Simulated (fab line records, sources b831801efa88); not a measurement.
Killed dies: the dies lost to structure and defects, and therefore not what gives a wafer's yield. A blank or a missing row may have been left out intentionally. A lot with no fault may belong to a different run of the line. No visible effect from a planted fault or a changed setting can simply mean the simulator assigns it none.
Struck lot and sound lot, side by side -- flow sky130 -- 18 steps out of a route of 708
Sound: the wafers L978.4, L978.5, L978.6. Struck: wafers L982.1, L982.3, L982.5. The cause comes at the end.
Order at every step that has rows: each side's tool, ch and its chambers, its first start. Under that, the readings that differ: sound wafers -- struck wafers -- difference of the means -- sigmas: that difference in standard deviations of wafers without a fault.
alike: words and numbers the same on both sides, and readings whose means are apart by under 2 such deviations; not compared: readings that were withheld, readings missing a value for some wafer, numbers with overlapping values and no deviation given by the record, and bounds like >300 which may hide the same value.
The two part at a step that has a row with sigmas, a row that says differs or no value, or rows on one side only. Non-overlapping numbers with no deviation appear without sigmas and do not part them. Lack of a reading on every wafer of one side parts them only where that side has two or more wafers.

first, 1 step without rows for these wafers: SKY_VT_ADJUST_PCH_IMPLANT_08.
SKY_VT_ADJUST_PCH_STRIP_09: strips in O2/N2.
  sound on plasmaAsher-04 ch 0,1, day 12 15:01; struck on plasmaAsher-03 ch 0,1, day 14 01:27
  alike: drypumpMotorCurrentA, oesProductAu, stripTimeToEndpointS
  not compared: rfHoursCounterH
SKY_VT_ADJUST_PCH_TW_MEAS_10:
  sound: filmMetro-03 at day 12 15:07; struck: filmMetro-01 at day 14 01:33
  alike: VT_ADJUST_PCH_TW
then, 7 steps without rows for these wafers: SKY_SONOS_TUNNEL_DEHYDRATE_00 (time 60 s); SKY_SONOS_TUNNEL_HMDS_01 (prime time 60 s); SKY_SONOS_TUNNEL_COAT_02 (resist thk 1140 nm); SKY_SONOS_TUNNEL_SOFTBAKE_03 (time 60 s); SKY_SONOS_TUNNEL_EXPOSE_04 (exposes mask TUNM, target cd 410 nm); SKY_SONOS_TUNNEL_PEB_05; SKY_SONOS_TUNNEL_DEVELOP_06 (develop time 60 s).
SKY_SONOS_TUNNEL_CD_MEAS_07 targets a cd of 410 nm.
  sound: cdSem-02 at day 13 14:53; struck: cdSem-01 at day 15 04:14
  alike: cdNm
SKY_SONOS_TUNNEL_OVL_MEAS_08:
  sound: overlay-01 at day 13 14:58; struck: overlay-02 at day 15 04:21
  alike: SONOS_TUNNEL_OVL
SKY_SONOS_TUNNEL_IMPLANT_09:
  sound on implanter-01 ch 0, day 13 15:04; struck on implanter-01 ch 0, day 15 04:23
  alike: faradayCurrentUA
then, 2 steps without rows for these wafers: SKY_SONOS_TUNNEL_WET_ETCH_10 (etches SiO2 in dHF, target depth 14 nm, time 280 s); SKY_SONOS_TUNNEL_STRIP_11 (strips in SPM, time 600 s).
SKY_SONOS_TUNNEL_TW_MEAS_12:
  sound: filmMetro-03 at day 13 15:26; struck: filmMetro-03 at day 15 04:48
reading,sound,struck,difference,sigmas
SONOS_TUNNEL_TW,196.8 197.0 196.8,179.6 181.7 181.2,-16.0,-9
then, 1 step without rows for these wafers: SKY_SONOS_TUNNEL_CLEAN_13 (cleans in dHF, time 20 s).
SKY_PAD_OPEN_PROBE_99:
  the record holds rows for the sound wafers here (prober-01, day 47 15:05) but none for the struck ones

WHERE THEY PART
First at SKY_SONOS_TUNNEL_TW_MEAS_12; last, within this record, at SKY_PAD_OPEN_PROBE_99.

WHY: what the simulator had put in
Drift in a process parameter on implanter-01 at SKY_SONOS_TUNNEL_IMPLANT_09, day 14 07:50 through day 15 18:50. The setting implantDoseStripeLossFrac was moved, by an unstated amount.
